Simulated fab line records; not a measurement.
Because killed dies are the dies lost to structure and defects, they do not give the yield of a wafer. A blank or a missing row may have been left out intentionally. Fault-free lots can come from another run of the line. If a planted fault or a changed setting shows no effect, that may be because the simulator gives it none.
What tool caused it? | flow gf180mcu | 12 lots, 36 wafers sampled, at 1 step of a route of 602

== WHAT THE GAUGES READ, wafer by wafer ==
GF_M2_OVL_MEAS_15.
lot  | measured     | on         | M2_OVL (nm)
L075 | day 19 06:27 | overlay-02 | 0 -5 -1
L077 | day 20 03:11 | overlay-01 | -12 -12 0
L079 | day 21 03:10 | overlay-02 | -3 -3 -7
L081 | day 21 19:01 | overlay-02 | -5 -7 0
L083 | day 22 11:20 | overlay-01 | 4 0 -6
L085 | day 23 09:53 | overlay-02 | 2 -5 -6
L087 | day 23 19:21 | overlay-02 | -2 -2 -9
L090 | day 25 00:20 | overlay-01 | 0 -2 -6
L091 | day 25 14:15 | overlay-01 | -10 -17 -10
L093 | day 26 00:01 | overlay-02 | -7 -3 -9
L095 | day 26 08:16 | overlay-02 | -4 -6 -7
L097 | day 26 23:07 | overlay-01 | -8 -7 -13

== WHICH TOOL RAN EACH LOT (tool, then ch and the chambers of the sampled wafers, then the start) ==
Before these readings, the record contains no process step.

== THE ANSWER, worked out from the rows above alone ==
Rule: the lots themselves supply what counts as usual. The widest of any qualifying gaps counts: lots, ordered by their means at a reading, are off when they make up no more than a third of the lots, leave a main group of 4 or more, and stand apart from it by 3 or more times the standard deviation of that group's means. Not used: any main group whose means are identical at the precision the tables above print for the reading. Also off: a lot with no number at a reading for which 4 or more lots have one. All remaining lots with rows at the step are treated as sound.
Nothing can be told from this: no lot is off at any reading shown.

== WHAT THE SIMULATOR HAD INSERTED ==
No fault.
